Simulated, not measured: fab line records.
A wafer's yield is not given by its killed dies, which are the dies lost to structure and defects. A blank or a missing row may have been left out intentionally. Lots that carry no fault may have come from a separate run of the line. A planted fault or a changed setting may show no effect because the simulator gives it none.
A lot that was struck, set against a sound lot	flow gf180mcu	16 steps out of a route of 602
Sound: wafers L270.2, L270.4, L270.6. Wafers L276.1, L276.2, L276.3 were the ones struck. The cause is given at the end.
Each step with rows lists, per side, the tool, then ch with its chambers, then its first start. Under that, the readings that differ: sound wafers	struck wafers	difference of the means	sigmas: that difference in standard deviations of wafers without a fault.
alike: a reading whose means differ by less than 2 such deviations, as well as words and numbers matching on both sides. not compared: withheld readings; readings where some wafer has no value; bounds like >300 that might hide an equal value; numbers whose values overlap and for which the record gives no deviation.
Wherever a step has rows on one side only, a row that says differs or no value, or a row with sigmas, the two part there. Numbers that don't overlap but have no deviation are shown without sigmas and don't part them. A reading missing from all wafers of one side parts the sides only when that side holds two or more wafers.

GF_VT_IMPLANT_OVL_MEAS_29:
  sound on overlay-01 at day 10 02:08; struck on overlay-01 at day 11 17:14
  alike: VT_IMPLANT_02_OVL
after that, 1 step had no rows for these wafers: GF_VT_IMPLANT_IMPLANT_30.
GF_VT_IMPLANT_STRIP_31: strips in O2/N2.
  sound on plasma-asher-04 ch 0,1, day 10 02:19; struck on plasma-asher-04 ch 0,1, day 11 17:25
  alike: drypump-motor-current-A, heater-power-w, oes-product-au, strip-time-to-endpoint-s
  not compared: rf-hours-counter-h
GF_VT_IMPLANT_TW_MEAS_32:
  sound on film-metro-02 at day 10 02:26; struck on film-metro-01 at day 11 17:31
reading	sound	struck	difference	sigmas
VT_IMPLANT_3_TW	269.3 270.1 270.5	264.2 265.2 264.7	-5.3	-4
then, 7 steps without rows for these wafers: GF_VT_IMPLANT_DEHYDRATE_33 (time 60 s); GF_VT_IMPLANT_HMDS_34 (prime time 60 s); GF_VT_IMPLANT_COAT_35 (resist thk 1000 nm); GF_VT_IMPLANT_SOFTBAKE_36 (time 60 s); GF_VT_IMPLANT_EXPOSE_37 (exposes mask Nwell HV AREA, target cd 860 nm); GF_VT_IMPLANT_PEB_38; GF_VT_IMPLANT_DEVELOP_39 (develop time 60 s).
GF_VT_IMPLANT_OVL_MEAS_40:
  sound on overlay-02 at day 10 20:22; struck on overlay-02 at day 12 12:50
reading	sound	struck	difference	sigmas
VT_IMPLANT_03_OVL (nm)	-1.5 -2.9 -2.1	0.3 1.3 0.2	+2.8	+2
GF_VT_IMPLANT_IMPLANT_41:
  sound on implanter-03 ch 0, day 10 20:25; struck on implanter-03 ch 0, day 12 12:52
reading	sound	struck	difference	sigmas
implant-ion-amu	75 75 75	31 31 31	-44	
model.implant.rp-nm (nm)	42.75 42.75 42.75	85.48 85.48 85.48	+42.73	
model.implant.drp-nm (nm)	18.17 18.17 18.17	33.94 33.94 33.94	+15.77	
  alike: faraday-current-uA
GF_VT_IMPLANT_STRIP_42: strips in O2/N2.
  sound on plasma-asher-01 ch 0,1, day 10 20:33; struck on plasma-asher-02 ch 0,1, day 12 13:01
  alike: drypump-motor-current-A, heater-power-w, oes-product-au, strip-time-to-endpoint-s
  not compared: rf-hours-counter-h
GF_VT_IMPLANT_TW_MEAS_43:
  sound on film-metro-02 at day 10 20:40; struck on film-metro-02 at day 12 13:23
reading	sound	struck	difference	sigmas
VT_IMPLANT_4_TW	692 695 689	512 511 511	-181	-48
  not compared: hold
after that, 1 step had no rows for these wafers: GF_PASSIVATION_PROBE_99.

== WHERE THEY PART ==
Earliest at GF_VT_IMPLANT_TW_MEAS_32; latest, in this record, at GF_VT_IMPLANT_TW_MEAS_43.

WHY: what had been put in by the simulator
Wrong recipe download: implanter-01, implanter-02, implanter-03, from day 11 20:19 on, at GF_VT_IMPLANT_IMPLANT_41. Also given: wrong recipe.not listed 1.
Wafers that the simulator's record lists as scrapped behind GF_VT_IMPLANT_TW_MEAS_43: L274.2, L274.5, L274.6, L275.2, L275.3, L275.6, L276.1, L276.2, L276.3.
